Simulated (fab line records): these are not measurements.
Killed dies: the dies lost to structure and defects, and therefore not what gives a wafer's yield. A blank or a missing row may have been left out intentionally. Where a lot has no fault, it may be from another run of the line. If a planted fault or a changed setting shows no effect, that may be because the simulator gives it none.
The tool behind it: which one? :: flow gf180mcu :: Sampling: 7 lots, 21 wafers, 2 of 602 route steps

== WHAT THE GAUGES READ, wafer by wafer ==
GF_POLY_GATE_THK_MEAS_01.
lot: L667
measured: day 9 02:52
on: film_metro-04
POLY_GATE_CVD_00_THK (nm): 196.4 196.1 195.4

lot: L671
measured: day 10 14:01
on: film_metro-02
POLY_GATE_CVD_00_THK (nm): 198.0 196.8 195.9

lot: L677
measured: day 11 19:57
on: film_metro-04
POLY_GATE_CVD_00_THK (nm): 198.4 198.1 198.7

lot: L679
measured: day 12 12:05
on: film_metro-03
POLY_GATE_CVD_00_THK (nm): 199.0 197.8 197.4

lot: L682
measured: day 13 11:07
on: film_metro-03
POLY_GATE_CVD_00_THK (nm): 198.7 199.5 195.6

lot: L686
measured: day 14 12:24
on: film_metro-03
POLY_GATE_CVD_00_THK (nm): 199.8 199.6 201.5

lot: L688
measured: day 14 23:17
on: film_metro-03
POLY_GATE_CVD_00_THK (nm): 199.8 198.9 197.2

== EACH LOT AND THE TOOL THAT RAN IT (in order: tool; ch and the chambers of the sampled wafers; start) ==
lot: L667
GF_VT_IMPLANT_IMPLANT_30: implanter-04 ch 0, day 7 08:09

lot: L671
GF_VT_IMPLANT_IMPLANT_30: implanter-04 ch 0, day 8 20:26

lot: L677
GF_VT_IMPLANT_IMPLANT_30: implanter-03 ch 0, day 9 23:02

lot: L679
GF_VT_IMPLANT_IMPLANT_30: implanter-02 ch 0, day 10 15:59

lot: L682
GF_VT_IMPLANT_IMPLANT_30: implanter-02 ch 0, day 11 11:55

lot: L686
GF_VT_IMPLANT_IMPLANT_30: implanter-02 ch 0, day 12 11:32

lot: L688
GF_VT_IMPLANT_IMPLANT_30: implanter-04 ch 0, day 12 22:49
- GF_VT_IMPLANT_IMPLANT_30

== THE ANSWER, worked out from the rows above alone ==
Rule: the lots themselves supply what counts as usual. Put in order of their means at a reading, lots are off if they are a third of the lots or fewer, leave a main group of 4 or more, and stand apart from it by a gap of 3 or more times the standard deviation of the main group's means; of several such gaps the widest counts. A main group whose means are all the same, to the digits that the tables above print for the reading, isn't used. A lot without any number at a reading at which 4 lots or more have one is off too. Where the step has rows for the other lots, those lots are counted as sound.
No lot is off on any of the readings shown, so nothing can be concluded from this.

== WHAT THE SIMULATOR PUT IN ==
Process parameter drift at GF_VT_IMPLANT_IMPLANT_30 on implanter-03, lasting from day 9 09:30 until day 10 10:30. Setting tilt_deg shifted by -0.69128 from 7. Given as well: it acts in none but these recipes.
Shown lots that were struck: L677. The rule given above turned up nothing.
